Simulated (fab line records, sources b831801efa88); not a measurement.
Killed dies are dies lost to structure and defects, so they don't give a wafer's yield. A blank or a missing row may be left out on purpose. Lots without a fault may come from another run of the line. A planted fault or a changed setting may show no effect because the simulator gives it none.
fab line records | flow sky130
record lots=15 wafers=45 last_day=50
route steps=708 shown SD_P@325 METAL1@434 VIA1@473
lots that met no fault: from a run of the same line without faults
start_h: hours from the record's first day to the start of the lot's first wafer shown | wait_h: hours since the lot's step before | " the same as in the row above | L1.1+2: a row that stands for several wafers | - no value, or no start given | * or withheld: withheld | < > ~ a bound
route shown NAME@n: a module of which the file shows steps, and the number in the route of the first | usual: mean/standard deviation of fault-free wafers | same: alike in all rows | chamber/n: place in a boat | sites: the reading at each site | _std_site: their standard deviation | _edge_site: outer sites' mean less inner sites' | radius_mm: how far each site lies from the wafer's centre | mask NAME#n: copy n | behind: the tool/chamber that last shaped the wafer | hold: why the lot was held/for how many hours/how that ended | device: the transistor (n, p or np) that didn't switch | end of line: the same wafers' tests at the end of the route | a step without rows: its recipe alone | killed: dies lost to structure and defects at the first sort, not the wafer's yield | map: a wafer's dies, x killed, . not, _ none there
set.NAME: the setting as run; set.NAME@STEP: as run at that earlier step | model.NAME: the simulator's own value behind a step, which no gauge read
steps of the route over a sample of lots; a table a step, a row a wafer
services: from which hour (start_h, from the record's first day; less than 0 if before it) a tool's chamber was out of use, for how many hours, and why
## steps
# step SKY_SD_P_PEB_05
# recipe temp_c=withheld time_s=* resist=NOVOLAK
# usual chill_plate_temp_C=* exhaust_pa=45.1/0.91
# columns lot.wafer tool chamber start_h wait_h chill_plate_temp_C exhaust_pa
L667.1 litho_track-03 0 585.42 - * 44.6
L667.4 " 0 " " * 44.2
L667.5 " 0 " " * 44.6
L670.2 litho_track-01 0 611.18 - * 46.2
L670.3 " 0 " " * 45.6
L670.4 " 0 " " * 45.9
L671.2 litho_track-04 0 612.11 - * 45.4
L671.3 " 0 " " * 45.3
L671.5 " 0 " " * 44.3
L673.2 litho_track-03 0 646.59 - * 45.3
L673.3 " 0 " " * 45.6
L673.6 " 0 " " * 44.8
L674.1 litho_track-04 - 653.08 - - -
L674.5 " - " " - -
L674.6 " - " " - -
L675.2 litho_track-04 - 661.01 - - -
L675.3 " - " " - -
L675.5 " - " " - -
L676.2 litho_track-04 - 664.36 - - -
L676.4 " - " " - -
L676.5 " - " " - -
L682.1 litho_track-03 0 715.27 - * 43.5
L682.3 " 0 " " * 45.6
L682.6 " 0 " " * 45.4
L683.2 litho_track-04 0 722.51 - * 45.9
L683.4 " 0 " " * 44.6
L683.5 " 0 " " * 44.8
L684.1 litho_track-01 0 730.61 - * 44.2
L684.3 " 0 " " * 45.5
L684.4 " 0 " " * 45.3
L685.3 litho_track-01 0 737.31 - * 43.8
L685.4 " 0 " " * 43.7
L685.6 " 0 " " * 44.5
L686.1 litho_track-04 0 749.59 - * 44.6
L686.2 " 0 " " * 45.6
L686.5 " 0 " " * 45.6
L688.1 litho_track-04 0 757.69 - * 45.3
L688.3 " 0 " " * 44.6
L688.5 " 0 " " * 46.2
L689.2 litho_track-04 0 763.36 - * 43.4
L689.3 " 0 " " * 42.5
L689.6 " 0 " " * 44.4
L690.2 litho_track-04 0 775.71 - * 44.0
L690.3 " 0 " " * 45.5
L690.5 " 0 " " * 45.6
# step SKY_METAL1_SPUTTER_00
# recipe material=Ti target_thk_nm=15 power_w=3000 time_s=10 chamber_pressure_pa=0.4
# usual throttle_valve_pct=30.1/0.67
# columns lot.wafer tool chamber start_h wait_h throttle_valve_pct
L667.1 pvd_sputter-03 - 733.40 0.1 29.3
L667.4 " - " " 30.2
L667.5 " - " " 29.3
L670.2 pvd_sputter-04 - 757.65 0.1 30.7
L670.3 " - " " 31.0
L670.4 " - " " 29.5
L671.2 pvd_sputter-03 - 758.64 0.1 29.8
L671.3 " - " " 28.9
L671.5 " - " " 30.0
L673.2 pvd_sputter-03 - 790.25 0.1 29.6
L673.3 " - " " 30.4
L673.6 " - " " 29.7
L674.1 pvd_sputter-02 - 798.19 0.1 29.8
L674.5 " - " " 30.5
L674.6 " - " " 29.9
L675.2 pvd_sputter-03 - 803.20 0.1 28.9
L675.3 " - " " 30.0
L675.5 " - " " 29.5
L676.2 pvd_sputter-03 - 808.55 0.2 29.0
L676.4 " - " " 29.9
L676.5 " - " " 29.2
L682.1 pvd_sputter-03 - 856.23 0.2 29.3
L682.3 " - " " 30.3
L682.6 " - " " 30.4
L683.2 pvd_sputter-02 - 862.11 0.2 30.6
L683.4 " - " " 30.0
L683.5 " - " " 30.4
L684.1 pvd_sputter-04 - 867.94 0.2 29.5
L684.3 " - " " 29.6
L684.4 " - " " 31.1
L685.3 pvd_sputter-04 - 876.57 0.2 29.7
L685.4 " - " " 31.0
L685.6 " - " " 29.9
L686.1 pvd_sputter-04 - 888.85 0.1 29.3
L686.2 " - " " 31.0
L686.5 " - " " 30.9
L688.1 pvd_sputter-02 - 894.21 0.2 30.2
L688.3 " - " " 30.2
L688.5 " - " " 30.2
L689.2 pvd_sputter-04 - 899.70 0.2 29.6
L689.3 " - " " 30.7
L689.6 " - " " 30.9
L690.2 pvd_sputter-04 - 912.45 0.2 29.4
L690.3 " - " " 31.1
L690.5 " - " " 30.7
# step SKY_METAL1_DESCUM_17
# recipe chemistry=O2 source_power_w=150 bias_power_w=0 pressure_mtorr=10 temp_c=40 time_s=8
# usual drypump_motor_current_A=5.87/0.27 oes_product_au=1.000/0.0066
# columns lot.wafer tool chamber start_h wait_h drypump_motor_current_A oes_product_au rf_hours_counter_h
L667.1 rie_metal-01 1 760.96 0.0 6.17 0.990 8
L667.4 " 0 " " 5.46 0.994 -
L667.5 " 1 " " 6.17 1.004 -
L670.2 rie_metal-04 0 784.64 0.0 5.96 0.999 2
L670.3 " 0 " " 5.98 1.004 -
L670.4 " 1 " " 6.21 1.000 -
L671.2 rie_metal-01 0 785.94 0.0 5.49 1.003 10
L671.3 " 0 " " 5.48 1.004 -
L671.5 " 1 " " 6.16 0.994 -
L673.2 rie_metal-01 0 816.46 0.0 5.47 1.005 11
L673.3 " 1 " " 6.18 0.987 -
L673.6 " 1 " " 6.18 0.996 -
L675.2 rie_metal-02 1 829.61 0.0 5.84 0.997 9
L675.3 " 0 " " 5.66 1.014 -
L675.5 " 1 " " 5.82 0.989 -
L676.2 rie_metal-04 1 835.84 0.0 6.21 1.001 9
L676.4 " 1 " " 6.20 1.003 -
L676.5 " 1 " " 6.20 1.002 -
L674.1 rie_metal-02 0 852.44 0.0 5.59 1.004 16
L674.5 " 1 " " 5.85 0.994 -
L674.6 " 0 " " 5.59 1.013 -
L682.1 rie_metal-01 1 882.91 0.0 6.15 1.006 12
L682.3 " 1 " " 6.16 0.995 -
L682.6 " 1 " " 6.16 0.996 -
L683.2 rie_metal-01 1 888.64 0.0 6.17 0.988 12
L683.4 " 0 " " 5.48 1.001 -
L683.5 " 1 " " 6.19 0.987 -
L684.1 rie_metal-01 1 894.01 0.0 6.18 0.993 12
L684.3 " 1 " " 6.17 0.994 -
L684.4 " 0 " " 5.49 1.000 -
L685.3 rie_metal-02 0 902.60 0.0 5.63 1.005 -
L685.4 " 1 " " 5.84 0.986 -
L685.6 " 0 " " 5.62 0.996 -
L686.1 rie_metal-04 1 914.31 0.0 6.22 0.997 11
L686.2 " 0 " " 5.99 1.007 7
L686.5 " 0 " " 5.98 1.008 -
L688.1 rie_metal-02 0 919.86 0.0 5.61 1.000 2
L688.3 " 0 " " 5.61 0.999 -
L688.5 " 1 " " 5.80 1.002 -
L689.2 rie_metal-01 1 924.99 0.0 6.17 0.989 14
L689.3 " 1 " " 6.16 0.993 -
L689.6 " 0 " " 5.47 0.997 -
L690.2 rie_metal-04 1 937.76 0.0 6.21 0.996 12
L690.3 " 0 " " 5.97 1.001 -
L690.5 " 0 " " 5.98 0.997 -
# step SKY_VIA1_ETCH_15
# recipe target=SiO2 chemistry=C4F8/O2/Ar target_depth_nm=351 stop_on=TiN mask_material=KrF-thick source_w=1500 bias_w=1200 pressure_mtorr=40 c4f8_flow_sccm=withheld O2_flow_sccm=6 Ar_flow_sccm=300 time_s=54
# usual oes_product_au=0.980/0.0059
# columns lot.wafer tool chamber start_h wait_h oes_product_au rf_hours_counter_h
L667.1 rie_diel-04 0 789.58 0.0 0.991 5
L667.4 " 1 " " 0.981 -
L667.5 " 3 " " 0.982 -
L670.2 rie_diel-04 2 812.08 0.0 0.978 5
L670.3 " 3 " " 0.974 20
L670.4 " 0 " " 0.976 6
L671.2 rie_diel-01 2 813.22 0.0 0.976 22
L671.3 " 3 " " 0.978 16
L671.5 " 2 " " 0.978 -
L673.2 rie_diel-01 3 844.77 0.0 0.975 17
L673.3 " 0 " " 0.977 19
L673.6 " 1 " " 0.990 -
L675.2 rie_diel-04 3 857.53 0.0 0.986 21
L675.3 " 2 " " 0.987 6
L675.5 " 0 " " 0.977 -
L676.2 rie_diel-01 2 862.52 0.0 0.984 23
L676.4 " 3 " " 0.984 18
L676.5 " 3 " " 0.976 -
L674.1 rie_diel-04 3 880.63 0.0 0.976 22
L674.5 " 3 " " 0.974 -
L674.6 " 2 " " 0.973 -
L682.1 rie_diel-01 2 910.40 0.0 0.978 25
L682.3 " 3 " " 0.978 20
L682.6 " 2 " " 0.979 -
L683.2 rie_diel-04 1 915.38 0.0 0.978 20
L683.4 " 0 " " 0.984 9
L683.5 " 0 " " 0.985 -
L684.1 rie_diel-02 0 920.28 0.0 0.980 19
L684.3 " 2 " " 0.986 23
L684.4 " 3 " " 0.983 1
L685.3 rie_diel-01 0 928.13 0.0 0.971 22
L685.4 " 2 " " 0.981 25
L685.6 " 3 " " 0.983 -
L686.1 rie_diel-02 0 942.58 0.0 0.986 20
L686.2 " 2 " " 0.980 23
L686.5 " 2 " " 0.988 -
L688.1 rie_diel-04 3 945.38 0.0 0.976 23
L688.3 " 3 " " 0.974 -
L688.5 " 2 " " 0.979 -
L689.2 rie_diel-01 2 951.38 0.0 0.979 26
L689.3 " 3 " " 0.978 21
L689.6 " 1 " " 0.986 -
L690.2 rie_diel-02 3 963.51 0.0 0.979 2
L690.3 " 0 " " 0.980 20
L690.5 " 2 " " 0.993 -
## services
# columns tool chamber start_h hours kind
rie_diel-01 1 569.39 12.9 repair
pvd_sputter-03 - 588.50 25.9 repair
rie_diel-01 3 601.40 1.5 repair
rie_diel-01 0 608.24 11.7 repair
rie_metal-01 1 652.63 3.9 repair
pvd_sputter-04 - 660.46 1.2 repair
rie_diel-01 - 710.02 68.1 repair
rie_diel-04 1 735.20 20.2 repair
rie_diel-01 1 749.10 4.6 repair
rie_diel-01 2 768.86 7.4 repair
rie_metal-01 - 776.32 2.8 pm
pvd_sputter-03 - 785.08 1.4 repair
rie_diel-04 2 786.42 12.8 repair
rie_diel-01 0 787.90 2.6 repair
rie_diel-04 2 828.72 3.1 repair
pvd_sputter-04 - 847.65 3.6 repair
rie_diel-01 - 852.33 0.3 repair
rie_metal-01 - 861.80 0.6 repair
rie_diel-04 1 867.16 2.7 repair
rie_diel-04 3 886.88 6.3 repair
rie_diel-01 - 901.04 2.8 pm
rie_diel-04 3 918.26 13.4 repair
rie_diel-04 1 931.60 15.4 repair
rie_diel-04 0 940.71 10.3 repair
## key
first_sign step=SKY_SD_P_PEB_05 reading=tool_record direction=missing
effect none on later readings
met_at SKY_SD_P_PEB_05
struck_lots L674,L675,L676
sort_left_out L674.1,L674.5,L674.6,L675.2,L675.3,L675.5,L676.2,L676.4,L676.5
tester_left_out L674,L675,L676
not_acting_at SKY_METAL1_SPUTTER_00,SKY_METAL1_DESCUM_17,SKY_VIA1_ETCH_15
onset_between 612.11 653.08
fault kind=skipped_step_whole tool=litho_track-04 chamber=- onset_h=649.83 steps=SKY_SD_P_PEB_05 scope=struck_lots_only
# tester_left_out: of these lots the tester's yield and bins aren't shown, on N5 and GAA mostly nor the transistor test; their killed dies are dies lost to structure and defects alone, not to doping, threshold or leakage, so they don't give the yield
# sort_left_out: the simulated sort isn't trusted on such a fault, so these wafers' sort isn't shown, and their yield isn't known
